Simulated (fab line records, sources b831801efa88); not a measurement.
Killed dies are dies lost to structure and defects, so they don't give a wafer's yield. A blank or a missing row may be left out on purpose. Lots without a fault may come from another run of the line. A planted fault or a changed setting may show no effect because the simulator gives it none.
fab line records | flow sky130 | part 1 of 2: steps 1 to 29 of 40
record lots=5 wafers=15 last_day=50
route steps=708 shown METAL2@495 VIA2@507 METAL3@532
lots that met no fault: from a run of the same line without faults
start_h: hours from the record's first day to the start of the lot's first wafer shown | wait_h: hours since the lot's step before | " the same as in the row above | L1.1+2: a row that stands for several wafers | - no value, or no start given | * or withheld: withheld | < > ~ a bound
route shown NAME@n: a module of which the file shows steps, and the number in the route of the first | usual: mean/standard deviation of fault-free wafers | same: alike in all rows | chamber/n: place in a boat | sites: the reading at each site | _std_site: their standard deviation | _edge_site: outer sites' mean less inner sites' | radius_mm: how far each site lies from the wafer's centre | mask NAME#n: copy n | behind: the tool/chamber that last shaped the wafer | hold: why the lot was held/for how many hours/how that ended | device: the transistor (n, p or np) that didn't switch | end of line: the same wafers' tests at the end of the route | a step without rows: its recipe alone | killed: dies lost to structure and defects at the first sort, not the wafer's yield | map: a wafer's dies, x killed, . not, _ none there
set.NAME: the setting as run; set.NAME@STEP: as run at that earlier step | model.NAME: the simulator's own value behind a step, which no gauge read
lots at some steps of the route; a table a step, a row a wafer
services: from which hour (start_h, from the record's first day; less than 0 if before it) a tool's chamber was out of use, for how many hours, and why
## steps
# step SKY_METAL2_EXPOSE_12
# recipe mask_id=MM2 na=0.8 source_shape=annular sigma_inner=0.55 sigma_outer=0.85 target_cd_nm=140 dose_mj=28
# usual reticle_temp_C=23.01/0.11
# columns lot.wafer tool chamber start_h wait_h mask reticle_temp_C
L076.2 krf_scanner-02 0 - - MM2#0 23.13
L076.4 " 0 " " MM2#0 23.14
L076.6 " 0 " " MM2#0 23.05
L086.4 krf_scanner-02 0 - - MM2#0 22.97
L086.5 " 0 " " MM2#0 23.00
L086.6 " 0 " " MM2#0 22.95
L092.1 krf_scanner-02 0 - - MM2#0 22.96
L092.2 " 0 " " MM2#0 22.97
L092.6 " 0 " " MM2#0 23.03
L094.1 krf_scanner-01 0 - - MM2#0 23.10
L094.2 " 0 " " MM2#0 22.98
L094.4 " 0 " " MM2#0 23.04
L097.2 krf_scanner-01 0 - - MM2#0 23.13
L097.3 " 0 " " MM2#0 23.15
L097.4 " 0 " " MM2#0 23.20
# step SKY_METAL2_PEB_13
# recipe peb_temp_c=withheld peb_time_s=withheld resist=KrF-thick
# columns lot.wafer tool chamber start_h wait_h
L076.2+4+6 litho_track-02 0 - -
L086.4+5+6 litho_track-02 0 - -
L092.1+2+6 litho_track-04 0 - -
L094.1+2+4 litho_track-04 0 - -
L097.2+3+4 litho_track-02 0 - -
# step SKY_METAL2_DEVELOP_14
# recipe develop_time_s=60 resist=KrF-thick dev_temp_c=21
# columns lot.wafer tool chamber start_h wait_h
L076.2+4+6 litho_track-02 0 - -
L086.4+5+6 litho_track-02 0 - -
L092.1+2+6 litho_track-04 0 - -
L094.1+2+4 litho_track-04 0 - -
L097.2+3+4 litho_track-02 0 - -
# step SKY_METAL2_CD_MEAS_15
# recipe target_cd_nm=140
# usual cd_nm=140.3/1.3
# columns lot.wafer tool chamber start_h wait_h cd_nm
L076.2 cd_sem-02 - 837.03 - 139.3
L076.4 " - " " 139.6
L076.6 " - " " 139.2
L086.4 cd_sem-01 - 907.52 - 141.0
L086.5 " - " " 140.6
L086.6 " - " " 140.7
L092.1 cd_sem-02 - 952.41 - 139.9
L092.2 " - " " 140.8
L092.6 " - " " 139.9
L094.1 cd_sem-02 - 960.66 - 139.6
L094.2 " - " " 140.3
L094.4 " - " " 139.3
L097.2 cd_sem-02 - 990.88 - 139.5
L097.3 " - " " 140.2
L097.4 " - " " 140.1
# step SKY_METAL2_OVL_MEAS_16
# usual METAL2_OVL=-2/7.1
# columns lot.wafer tool chamber start_h wait_h METAL2_OVL[nm]
L076.2 overlay-01 - 837.14 0.1 4
L076.4 " - " " -4
L076.6 " - " " 0
L086.4 overlay-01 - 907.60 0.1 -7
L086.5 " - " " -3
L086.6 " - " " -14
L092.1 overlay-02 - 952.53 0.1 10
L092.2 " - " " -7
L092.6 " - " " 0
L094.1 overlay-01 - 960.78 0.1 6
L094.2 " - " " 6
L094.4 " - " " 10
L097.2 overlay-01 - 990.99 0.1 -9
L097.3 " - " " -10
L097.4 " - " " -3
# step SKY_METAL2_DESCUM_17
# recipe chemistry=O2 source_power_w=150 bias_power_w=0 pressure_mtorr=10 temp_c=40 time_s=8
# usual drypump_motor_current_A=5.5/0.3 oes_product_au=0.998/0.0096
# columns lot.wafer tool chamber start_h wait_h drypump_motor_current_A oes_product_au rf_hours_counter_h
L076.2 rie_metal-01 1 837.17 0.0 4.9 0.998 5
L076.4 " 1 " " 4.8 0.999 -
L076.6 " 0 " " 5.6 1.000 -
L086.4 rie_metal-03 1 907.63 0.0 5.8 0.998 -
L086.5 " 1 " " 5.7 0.997 -
L086.6 " 0 " " 5.6 1.012 -
L092.1 rie_metal-02 0 952.57 0.0 5.7 0.985 13
L092.2 " 1 " " 5.6 0.993 7
L092.6 " 1 " " 5.6 0.996 -
L094.1 rie_metal-02 1 960.82 0.0 5.6 0.984 7
L094.2 " 0 " " 5.7 0.993 13
L094.4 " 1 " " 5.6 0.993 -
L097.2 rie_metal-01 0 991.02 0.0 5.6 1.015 19
L097.3 " 1 " " 4.9 1.003 -
L097.4 " 0 " " 5.6 1.009 -
# step SKY_METAL2_ETCH_18
# recipe chemistry=N2/H2 target=BARC ion_energy_ev=200 bias_w=100 pressure_mtorr=30 n2_flow_sccm=100 h2_flow_sccm=200 icp_w=500 stop_on=SiO2 time_s=45.9 target_depth_a=600
# usual drypump_motor_current_A=5.5/0.3 oes_product_au=0.854/0.005 throttle_valve_pct=13.225/0.0098
# columns lot.wafer tool chamber start_h wait_h drypump_motor_current_A oes_product_au rf_hours_counter_h throttle_valve_pct
L076.2 rie_metal-01 1 837.20 0.0 4.9 0.847 5 13.239
L076.4 " 1 " " 4.8 0.859 - 13.242
L076.6 " 0 " " 5.6 0.858 - 13.227
L086.4 rie_metal-03 1 907.67 0.0 5.8 0.854 - 13.241
L086.5 " 1 " " 5.8 0.854 - 13.224
L086.6 " 0 " " 5.6 0.850 - 13.233
L092.1 rie_metal-02 0 952.60 0.0 5.7 0.855 13 13.218
L092.2 " 1 " " 5.6 0.856 7 13.223
L092.6 " 1 " " 5.6 0.854 - 13.219
L094.1 rie_metal-02 1 960.85 0.0 5.7 0.853 7 13.231
L094.2 " 0 " " 5.7 0.852 13 13.232
L094.4 " 1 " " 5.6 0.847 - 13.222
L097.2 rie_metal-01 0 991.05 0.0 5.6 0.851 19 13.220
L097.3 " 1 " " 4.9 0.853 - 13.214
L097.4 " 0 " " 5.6 0.853 - 13.226
# step SKY_METAL2_METAL_ETCH_19
# recipe target_depth_a=3600 stop_on=SiO2 over_etch_frac=0.3 time_s=78 chemistry=Cl2/BCl3 resist_sidewall_deg=88 pressure_mtorr=10 icp_w=900 bias_w=48.5 Cl2_flow_sccm=60 bcl3_flow_sccm=30
# usual drypump_motor_current_A=5.5/0.3 oes_product_au=0.855/0.0057 throttle_valve_pct=22.265/0.0091
# columns lot.wafer tool chamber start_h wait_h drypump_motor_current_A oes_product_au rf_hours_counter_h throttle_valve_pct
L076.2 rie_metal-01 1 837.26 0.0 4.9 0.860 5 22.274
L076.4 " 1 " " 4.8 0.854 - 22.251
L076.6 " 0 " " 5.6 0.849 - 22.262
L086.4 rie_metal-03 1 907.74 0.1 5.8 0.860 - 22.267
L086.5 " 1 " " 5.8 0.858 - 22.241
L086.6 " 0 " " 5.6 0.858 - 22.248
L092.1 rie_metal-02 0 952.66 0.0 5.7 0.858 13 22.259
L092.2 " 1 " " 5.6 0.862 7 22.282
L092.6 " 1 " " 5.6 0.853 - 22.268
L094.1 rie_metal-02 1 960.91 0.0 5.6 0.848 7 22.264
L094.2 " 0 " " 5.8 0.848 13 22.257
L094.4 " 1 " " 5.6 0.853 - 22.257
L097.2 rie_metal-01 0 991.11 0.0 5.6 0.853 19 22.269
L097.3 " 1 " " 4.9 0.865 - 22.268
L097.4 " 0 " " 5.6 0.860 - 22.268
# step SKY_METAL2_STRIP_20
# recipe chemistry=O2/N2 power_w=1400 pressure_mtorr=1500 platen_temp_c=withheld o2_flow_sccm=3000 n2_flow_sccm=300 overash_fraction=0.5
# usual drypump_motor_current_A=5.9/0.45 oes_product_au=0.343/0.0049 strip_time_to_endpoint_s=2.70/0.045
# columns lot.wafer tool chamber start_h wait_h drypump_motor_current_A oes_product_au rf_hours_counter_h strip_time_to_endpoint_s
L076.2 plasma_asher-02 1 837.35 0.1 5.7 0.339 41 2.72
L076.4 " 0 " " 6.9 0.340 - 2.73
L076.6 " 1 " " 5.8 0.343 - 2.65
L086.4 plasma_asher-02 0 907.84 0.1 6.7 0.357 - 2.71
L086.5 " 0 " " 6.8 0.341 - 2.73
L086.6 " 1 " " 5.7 0.344 - 2.69
L092.1 plasma_asher-03 1 952.75 0.1 5.7 0.346 111 2.71
L092.2 " 0 " " 5.7 0.351 111 2.71
L092.6 " 0 " " 5.7 0.345 - 2.68
L094.1 plasma_asher-02 1 961.00 0.1 5.7 0.343 54 2.77
L094.2 " 0 " " 6.8 0.345 54 2.76
L094.4 " 0 " " 6.8 0.343 - 2.77
L097.2 plasma_asher-04 0 991.20 0.1 6.0 0.338 23 2.63
L097.3 " 0 " " 6.0 0.342 - 2.69
L097.4 " 1 " " 5.4 0.337 - 2.60
# step SKY_METAL2_STRIP_21
# recipe chemistry=post_etch_residue_remover time_s=1200 temp_c=72.5
# columns lot.wafer tool chamber start_h wait_h
L076.2+4+6 wet_bench-03 0 837.45 0.1
L086.4+5+6 wet_bench-03 3 907.90 0.0
L092.1+2+6 wet_bench-02 2 952.85 0.1
L094.1+2+4 wet_bench-03 0 961.10 0.1
L097.2+3+4 wet_bench-02 1 991.30 0.1
# step SKY_METAL2_CLEAN_22
# recipe chemistry=IPA time_s=180 temp_c=25
# columns lot.wafer tool chamber start_h wait_h
L076.2+4+6 wet_bench-02 3 837.79 0.0
L086.4+5+6 wet_bench-02 3 908.24 0.0
L092.1+2+6 wet_bench-03 2 953.22 0.0
L094.1+2+4 wet_bench-01 0 961.44 0.0
L097.2+3+4 wet_bench-03 0 991.64 0.0
# step SKY_METAL2_CLEAN_23
# recipe chemistry=O3/DIW dry=n2_spin
# columns lot.wafer tool chamber start_h wait_h
L076.2+4+6 wet_bench-01 3 837.85 0.0
L086.4+5+6 wet_bench-01 2 908.30 0.0
L092.1+2+6 wet_bench-02 0 953.28 0.0
L094.1+2+4 wet_bench-03 2 961.50 0.0
L097.2+3+4 wet_bench-01 3 991.70 0.0
# step SKY_VIA2_HDPCVD_00
# recipe material=SiO2 target_thk_nm=1180 sigma_open_frac=0.3 time_s=196.7 temp_c=400 sih4_flow_sccm=60 pressure_mtorr=6
# columns lot.wafer tool chamber start_h wait_h
L076.2+4+6 hdpcvd-01 1,0,1 837.94 0.0
L086.4+5+6 hdpcvd-02 1,0,2 908.46 0.1
L092.1+2+6 hdpcvd-01 0,1,1 953.38 0.0
L094.1+2+4 hdpcvd-01 2,0,1 961.59 0.0
L097.2+3+4 hdpcvd-02 0,1,0 991.79 0.0
# step SKY_VIA2_THK_MEAS_01
# recipe reads=SiO2_of_VIA2_HDPCVD_00
# usual VIA2_HDPCVD_THK=1175/21
# columns lot.wafer tool chamber start_h wait_h VIA2_HDPCVD_THK[nm]
L076.2 film_metro-04 - 838.08 0.1 1167
L076.4 " - " " 1193
L076.6 " - " " 1181
L086.4 film_metro-02 - 908.55 0.0 1166
L086.5 " - " " 1167
L086.6 " - " " 1174
L092.1 film_metro-04 - 953.51 0.1 1167
L092.2 " - " " 1169
L092.6 " - " " 1183
L094.1 film_metro-02 - 961.72 0.1 1197
L094.2 " - " " 1185
L094.4 " - " " 1188
L097.2 film_metro-02 - 991.93 0.1 1181
L097.3 " - " " 1146
L097.4 " - " " 1150
# step SKY_VIA2_CMP_02
# recipe material=SiO2 down_force_psi=4 platen_rpm=60 pad_velocity_m_s=0.94248
# usual motor_current_A=12.7/0.94
# columns lot.wafer tool chamber start_h wait_h motor_current_A
L076.4 cmp-02 1 838.13 0.0 13.4
L076.2 " 0 " " 12.7
L076.6 " 2 " " 11.6
L086.4 cmp-02 2 908.68 0.1 12.2
L086.5 " 0 " " 12.4
L086.6 " 1 " " 13.2
L092.1 cmp-02 0 953.62 0.1 12.7
L092.2 " 2 " " 11.7
L092.6 " 0 " " 11.9
L094.1 cmp-02 3 961.83 0.1 11.9
L094.2 " 0 " " 13.4
L094.4 " 1 " " 13.3
L097.2 cmp-01 1 991.98 0.0 13.7
L097.3 " 2 " " 11.2
L097.4 " 3 " " 13.7
# step SKY_VIA2_BOW_MEAS_03
# recipe mode=bow
# usual VIA2_BOW=87/6.9
# columns lot.wafer tool chamber start_h wait_h VIA2_BOW[um]
L076.2 film_metro-01 - 838.45 0.1 86
L076.4 " - " " 91
L076.6 " - " " 103
L086.4 film_metro-01 - 908.94 0.2 94
L086.5 " - " " 87
L086.6 " - " " 84
L092.1 film_metro-04 - 953.87 0.2 89
L092.2 " - " " 82
L092.6 " - " " 93
L094.1 film_metro-04 - 962.08 0.2 87
L094.2 " - " " 94
L094.4 " - " " 85
L097.2 film_metro-01 - 992.30 0.3 83
L097.3 " - " " 88
L097.4 " - " " 92
# step SKY_VIA2_DEHYDRATE_04
# recipe temp_c=200 time_s=60
# columns lot.wafer tool chamber start_h wait_h
L076.2+4+6 litho_track-03 0 850.27 11.8
L086.4+5+6 litho_track-01 0 921.59 12.6
L092.1+2+6 litho_track-01 0 966.12 12.2
L094.1+2+4 litho_track-03 0 974.70 12.6
L097.2+3+4 litho_track-01 0 1003.44 11.1
# step SKY_VIA2_HMDS_05
# recipe prime_time_s=60 prime_temp_c=120
# columns lot.wafer tool chamber start_h wait_h
L076.2+4+6 litho_track-03 0 850.42 0.1
L086.4+5+6 litho_track-01 0 921.74 0.1
L092.1+2+6 litho_track-01 0 966.27 0.1
L094.1+2+4 litho_track-03 0 974.85 0.1
L097.2+3+4 litho_track-01 0 1003.59 0.1
# step SKY_VIA2_COAT_06
# recipe resist=BARC temp_c=withheld time_s=withheld spin_rpm=3000 resist_thk_nm=60
# columns lot.wafer tool chamber start_h wait_h
L076.2+4+6 litho_track-03 0 850.57 0.1
L086.4+5+6 litho_track-01 0 921.89 0.1
L092.1+2+6 litho_track-01 0 966.42 0.1
L094.1+2+4 litho_track-03 0 975.00 0.1
L097.2+3+4 litho_track-01 0 1003.74 0.1
# step SKY_VIA2_COAT_07
# recipe resist=KrF-thick spin_rpm=3000 resist_thk_nm=450
# columns lot.wafer tool chamber start_h wait_h
L076.2+4+6 litho_track-03 0 - -
L086.4+5+6 litho_track-01 0 - -
L092.1+2+6 litho_track-01 0 - -
L094.1+2+4 litho_track-03 0 - -
L097.2+3+4 litho_track-01 0 - -
# step SKY_VIA2_SOFTBAKE_08
# recipe temp_c=100 time_s=90 resist=KrF-thick
# columns lot.wafer tool chamber start_h wait_h
L076.2+4+6 litho_track-03 0 - -
L086.4+5+6 litho_track-01 0 - -
L092.1+2+6 litho_track-01 0 - -
L094.1+2+4 litho_track-03 0 - -
L097.2+3+4 litho_track-01 0 - -
# step SKY_VIA2_EXPOSE_09
# recipe mask_id=VIM2 na=0.8 source_shape=annular sigma_inner=0.55 sigma_outer=0.85 target_cd_nm=200 dose_mj=38
# usual reticle_temp_C=23.01/0.11
# columns lot.wafer tool chamber start_h wait_h mask reticle_temp_C
L076.2 krf_scanner-01 0 - - VIM2#0 23.20
L076.4 " 0 " " VIM2#0 23.15
L076.6 " 0 " " VIM2#0 23.12
L086.4 krf_scanner-02 0 - - VIM2#0 23.01
L086.5 " 0 " " VIM2#0 22.97
L086.6 " 0 " " VIM2#0 22.88
L092.1 krf_scanner-02 0 - - VIM2#0 23.13
L092.2 " 0 " " VIM2#0 22.93
L092.6 " 0 " " VIM2#0 23.02
L094.1 krf_scanner-01 0 - - VIM2#0 23.03
L094.2 " 0 " " VIM2#0 23.02
L094.4 " 0 " " VIM2#0 23.01
L097.2 krf_scanner-02 0 - - VIM2#0 22.93
L097.3 " 0 " " VIM2#0 23.05
L097.4 " 0 " " VIM2#0 22.89
# step SKY_VIA2_PEB_10
# recipe peb_temp_c=withheld peb_time_s=withheld resist=KrF-thick
# columns lot.wafer tool chamber start_h wait_h
L076.2+4+6 litho_track-01 0 - -
L086.4+5+6 litho_track-04 0 - -
L092.1+2+6 litho_track-01 0 - -
L094.1+2+4 litho_track-04 0 - -
L097.2+3+4 litho_track-01 0 - -
# step SKY_VIA2_DEVELOP_11
# recipe develop_time_s=60 resist=KrF-thick dev_temp_c=21
# columns lot.wafer tool chamber start_h wait_h
L076.2+4+6 litho_track-01 0 - -
L086.4+5+6 litho_track-04 0 - -
L092.1+2+6 litho_track-01 0 - -
L094.1+2+4 litho_track-04 0 - -
L097.2+3+4 litho_track-01 0 - -
# step SKY_VIA2_CD_MEAS_12
# recipe target_cd_nm=200
# usual cd_nm=200.0/1.1
# columns lot.wafer tool chamber start_h wait_h cd_nm
L076.2 cd_sem-02 - 863.98 - 200.7
L076.4 " - " " 201.2
L076.6 " - " " 199.2
L086.4 cd_sem-01 - 934.22 - 201.5
L086.5 " - " " 200.1
L086.6 " - " " 200.8
L092.1 cd_sem-02 - 979.32 - 199.8
L092.2 " - " " 199.7
L092.6 " - " " 200.4
L094.1 cd_sem-01 - 986.51 - 199.0
L094.2 " - " " 199.2
L094.4 " - " " 200.2
L097.2 cd_sem-01 - 1015.84 - 199.2
L097.3 " - " " 198.1
L097.4 " - " " 200.4
# step SKY_VIA2_OVL_MEAS_13
# usual VIA2_OVL=-1/5.1
# columns lot.wafer tool chamber start_h wait_h VIA2_OVL[nm]
L076.2 overlay-02 - 864.09 0.1 3
L076.4 " - " " -4
L076.6 " - " " -5
L086.4 overlay-01 - 934.30 0.1 -3
L086.5 " - " " -4
L086.6 " - " " 0
L092.1 overlay-02 - 979.44 0.1 -5
L092.2 " - " " -1
L092.6 " - " " 9
L094.1 overlay-02 - 986.63 0.1 -3
L094.2 " - " " -2
L094.4 " - " " -7
L097.2 overlay-01 - 1015.94 0.1 7
L097.3 " - " " 3
L097.4 " - " " 7
# step SKY_VIA2_ETCH_14
# recipe chemistry=N2/H2 target=BARC ion_energy_ev=200 source_w=500 bias_w=100 pressure_mtorr=30 n2_flow_sccm=100 h2_flow_sccm=200 stop_on=SiO2 time_s=45.9 target_depth_a=600
# usual drypump_motor_current_A=5.6/0.48 oes_product_au=0.854/0.0048 throttle_valve_pct=13.225/0.0097
# columns lot.wafer tool chamber start_h wait_h drypump_motor_current_A oes_product_au rf_hours_counter_h throttle_valve_pct
L076.2 rie_diel-01 0 864.12 0.0 5.5 0.847 10 13.227
L076.4 " 2 " " 6.2 0.849 17 13.207
L076.6 " 2 " " 6.2 0.862 - 13.221
L086.4 rie_diel-03 3 934.32 0.0 6.1 0.854 4 13.229
L086.5 " 3 " " 6.1 0.847 - 13.232
L086.6 " 2 " " 6.2 0.861 - 13.229
L092.1 rie_diel-03 0 979.47 0.0 5.1 0.854 5 13.231
L092.2 " 1 " " 6.1 0.847 19 13.225
L092.6 " 0 " " 5.1 0.852 - 13.228
L094.1 rie_diel-01 1 986.67 0.0 5.3 0.858 15 13.222
L094.2 " 0 " " 5.4 0.852 14 13.219
L094.4 " 3 " " 4.9 0.849 14 13.218
L097.2 rie_diel-01 1 1015.97 0.0 5.3 0.851 16 13.235
L097.3 " 2 " " 6.2 0.853 22 13.219
L097.4 " 0 " " 5.4 0.848 15 13.237
# step SKY_VIA2_ETCH_15
# recipe target=SiO2 chemistry=C4F8/O2/Ar target_depth_nm=546 stop_on=TiN mask_material=KrF-thick source_w=1500 bias_w=1200 pressure_mtorr=40 c4f8_flow_sccm=withheld O2_flow_sccm=6 Ar_flow_sccm=300 time_s=84
# usual oes_product_au=0.939/0.0049
# columns lot.wafer tool chamber start_h wait_h oes_product_au rf_hours_counter_h
L076.2 rie_diel-01 0 864.16 0.0 0.938 10
L076.4 " 2 " " 0.942 17
L076.6 " 2 " " 0.946 -
L086.4 rie_diel-03 3 934.36 0.0 0.940 4
L086.5 " 3 " " 0.928 -
L086.6 " 2 " " 0.942 -
L092.1 rie_diel-03 0 979.51 0.0 0.935 5
L092.2 " 1 " " 0.942 19
L092.6 " 0 " " 0.935 -
L094.1 rie_diel-01 1 986.71 0.0 0.941 15
L094.2 " 0 " " 0.944 14
L094.4 " 3 " " 0.946 14
L097.2 rie_diel-01 1 1016.01 0.0 0.932 16
L097.3 " 2 " " 0.941 22
L097.4 " 0 " " 0.941 15
# step SKY_VIA2_STRIP_16
# recipe chemistry=O2/N2 power_w=1400 pressure_mtorr=1500 platen_temp_c=withheld o2_flow_sccm=3000 n2_flow_sccm=300 overash_fraction=0.5
# usual drypump_motor_current_A=5.9/0.47 oes_product_au=0.398/0.0048 strip_time_to_endpoint_s=4.04/0.041
# columns lot.wafer tool chamber start_h wait_h drypump_motor_current_A oes_product_au rf_hours_counter_h strip_time_to_endpoint_s
L076.2 plasma_asher-02 1 864.23 0.0 5.8 0.390 43 4.11
L076.4 " 0 " " 6.8 0.397 - 4.05
L076.6 " 1 " " 5.8 0.394 - 4.05
L086.4 plasma_asher-01 0 934.45 0.1 5.9 0.395 - 3.99
L086.5 " 0 " " 5.9 0.404 - 4.01
L086.6 " 1 " " 5.1 0.399 - 4.02
L092.1 plasma_asher-01 1 979.58 0.0 5.2 0.393 86 4.06
L092.2 " 0 " " 5.8 0.398 86 4.01
L092.6 " 1 " " 5.2 0.392 - 4.03
L094.1 plasma_asher-03 0 986.77 0.0 5.7 0.393 114 4.05
L094.2 " 1 " " 5.7 0.397 114 4.09
L094.4 " 1 " " 5.7 0.389 - 3.96
L097.2 plasma_asher-03 1 1016.08 0.0 5.7 0.402 117 4.05
L097.3 " 1 " " 5.7 0.400 - 4.05
L097.4 " 0 " " 5.7 0.405 - 4.14
